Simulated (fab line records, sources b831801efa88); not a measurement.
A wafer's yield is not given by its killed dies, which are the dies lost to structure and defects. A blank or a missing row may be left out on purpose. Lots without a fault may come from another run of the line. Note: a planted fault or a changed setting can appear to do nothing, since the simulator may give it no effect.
A lot that was struck, set against a sound lot | flow sky130 | 15 out of 708 route steps
Sound: the wafers L514.1, L514.3, L514.6. Wafers L522.1, L522.3, L522.4 were the ones struck. Last of all comes the cause.
Per side, at each step with rows, come the tool, then ch with its chambers, and then its first start. Under that, the readings that differ: sound wafers | struck wafers | difference of the means | sigmas: that difference in standard deviations of wafers without a fault.
alike: a reading whose means differ by less than 2 such deviations, as well as words and numbers matching on both sides. not compared: withheld readings; readings where some wafer has no value; bounds like >300 that might hide an equal value; numbers whose values overlap and for which the record gives no deviation.
The two part at a step that has a row with sigmas, a row that says differs or no value, or rows on one side only. When numbers do not overlap yet have no deviation, they are printed without sigmas and do not part them. A reading missing from all wafers of one side parts the sides only when that side holds two or more wafers.

first, 1 step without rows for these wafers: SKY_VIA4_DEVELOP_10 (develop time 60 s).
SKY_VIA4_OVL_MEAS_11:
  sound: overlay-02 at day 43 22:28; struck: overlay-02 at day 46 03:52
  alike: VIA4_OVL
SKY_VIA4_ETCH_12: etches SiO2 in C4F8/O2/Ar, stops on TiN, target depth 580 nm.
  sound on rie_diel-02 ch 1,2,3, day 43 22:30; struck on rie_diel-04 ch 0,1,2, day 46 03:54
  alike: bias_w, oes_product_au
SKY_VIA4_STRIP_13: strips in O2/N2.
  sound on plasma_asher-04 ch 1, day 43 22:34; struck on plasma_asher-04 ch 0,1, day 46 03:58
  alike: drypump_motor_current_A, n2_flow_sccm, oes_product_au, strip_time_to_endpoint_s
  not compared: rf_hours_counter_h
then, 3 steps without rows for these wafers: SKY_VIA4_STRIP_14 (strips in post etch residue remover, time 1200 s); SKY_VIA4_CLEAN_15 (cleans in IPA, time 180 s); SKY_VIA4_CLEAN_16 (cleans in O3/DIW).
SKY_VIA4_SPUTTER_17: material TiN, target thk 20 nm, time 80 s.
  sound: pvd_sputter-02 at day 43 23:13; struck: pvd_sputter-02 at day 46 04:34
  alike: throttle_valve_pct
then, 1 step without rows for these wafers: SKY_VIA4_CVD_18 (deposits W, target thk 505 nm, time 152.14 s).
SKY_VIA4_RS_MEAS_19: measures by four-point-probe.
  sound: film_metro-01 at day 43 23:25; struck: film_metro-02 at day 46 04:47
  alike: VIA4_W_RS
SKY_VIA4_THK_MEAS_20: measures by xrf.
  sound: film_metro-01 at day 43 23:32; struck: film_metro-02 at day 46 04:54
  alike: VIA4_W_THK
SKY_VIA4_CMP_21: polishes, stops on SiO2, t overpolish 25 s, target thk 0 nm.
  sound on cmp-01 ch 1,3, day 43 23:36; struck on cmp-02 ch 1,2,3, day 46 05:13
  alike: motor_current_A, overpolish_run_s, time_to_endpoint_s
SKY_METAL5_SPUTTER_00: material Ti, target thk 15 nm, time 10 s.
  sound: pvd_sputter-03 at day 43 23:54; struck: pvd_sputter-04 at day 46 05:31
  reading                                   | sound             | struck           | difference | sigmas
  model.Ti_of_METAL5_SPUTTER_00.thk_nm (nm) | 15.37 15.33 15.37 | 11.5 12.06 11.84 | -3.6       |
  alike: throttle_valve_pct
SKY_METAL5_SPUTTER_01: material TiN, target thk 20 nm, time 16.7 s.
  sound: pvd_sputter-03 at day 43 23:56; struck: pvd_sputter-04 at day 46 05:32
  alike: throttle_valve_pct
-- the record jumps here: 3 days lie between the struck wafers' starts before and after (it left off in module METAL5 and takes up again in module PAD_OPEN, whose first step shown is number 708 of the route) --
SKY_PAD_OPEN_PROBE_99:
  sound: prober-01 at day 46 16:55; struck: prober-01 at day 48 18:23
  alike: defect_limited_yield, killed_at_M0_to_M3, killed_at_M4_up, killed_at_contacts, killed_at_front_end, killed_at_other, killed_dies, killed_on_rim, killed_open, killed_short, sort_bin_3_pad_short, sort_bin_5_function, sort_bin_6_memory, sort_n_pass, sort_yield_pct

== WHERE THEY PART ==
Nowhere in this record.

WHY: the cause the simulator had injected
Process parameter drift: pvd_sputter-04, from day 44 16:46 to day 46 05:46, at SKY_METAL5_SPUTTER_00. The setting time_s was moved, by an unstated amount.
